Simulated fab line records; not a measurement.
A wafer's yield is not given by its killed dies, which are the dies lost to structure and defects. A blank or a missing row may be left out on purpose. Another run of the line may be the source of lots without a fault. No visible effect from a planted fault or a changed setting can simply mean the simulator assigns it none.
8D (eight disciplines) problem report, filled in by code | flow gf180mcu | the parts of the form that need people (team, actions taken, sign-off) are left out

== 1. WHAT IS WRONG ==
Mean of run length s at GF_STI_ETCH_14: 122.3 s across 4 wafers in 3 lots; on wafers with no fault it is 131.2 s (standard deviation 0.4). That is -22 standard deviations from the usual mean.
The step: etches Si in HBr/Cl2/O2, target depth 360 nm, time 102.9 s.
Earliest sighting: wafer L240.3 on rie si-01 at day 4 20:32. At this step, 21 wafers from 7 lots have a number in the record. The rule behind "out" and "out of limits": a value lying over 4 standard deviations away from the usual mean. The rest of the wafers with a number are treated as sound.

== 2. WHAT IT IS AND WHAT IT IS NOT ==
question                    | is                             | is not
which readings at this step | run length s                   | drypump motor current A, he backside leak sccm, mfc cl2 sccm, oes product au, throttle valve pct
which lots                  | L240, L242, L244               | L227, L235, L241, L250
which wafers of those lots  | L240.3, L242.1, L242.6, L244.2 | L240.1, L240.5, L242.5, L244.1, L244.4
read on which tools         | rie si-01                      | rie si-02
when                        | from day 4 20:32               | up to then (8 sound wafers); but 9 sound wafers of L241, L242, L244, L250 came after

== 3. SUSPECTS, AND WHAT RULES EACH OUT ==
Counting: if a tool at a process step up to the reading ran every lot that is out, it stays a suspect. Sound lots after the first of them don't rule it out here, since some wafers of a struck lot are sound.
- rie si-01 at GF_STI_ETCH_14 (etches Si in HBr/Cl2/O2, target depth 360 nm, time 102.9 s): kept. It processed each lot that is out (first: L240, day 4 20:32); up to then, its last sound lot is L227 (day 2 03:35). On those wafers its own readings are out: run length s.
- Within rie si-01 at GF_STI_ETCH_14: the wafers that are out ran in chamber 3; their sound lot-mates ran in chambers 0, 1, 2.
Remaining after the count: rie si-01 at GF_STI_ETCH_14.

== 4. THE CAUSE (what the simulator had put in) ==
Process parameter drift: rie si-01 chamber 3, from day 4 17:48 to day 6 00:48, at GF_STI_ETCH_14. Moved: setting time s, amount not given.
Counting left only this tool.

== 5. THE EFFECT CHAIN, in route order ==
One row per reading whose mean, taken over the struck wafers that have a number, lies over 3 standard deviations from the usual. Only readings for which the record gives a usual standard deviation are gone through. hours: the time from each lot's start at the first step in this table that gives one to its start at this step, as a median over the lots. sigmas: the change in usual standard deviations.
hours | step           | reading      | usual   | on struck wafers | change | sigmas
0     | GF_STI_ETCH_14 | run length s | 131.2 s | 122.3            | -8.9   | -22
Process steps it contains:
- GF_STI_ETCH_14: etches Si in HBr/Cl2/O2, target depth 360 nm, time 102.9 s.

== 6. HOW IT WOULD HAVE BEEN CAUGHT EARLIER ==
In this record the first reading out of limits was taken at day 4 20:32, 3 hours after the fault began at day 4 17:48.
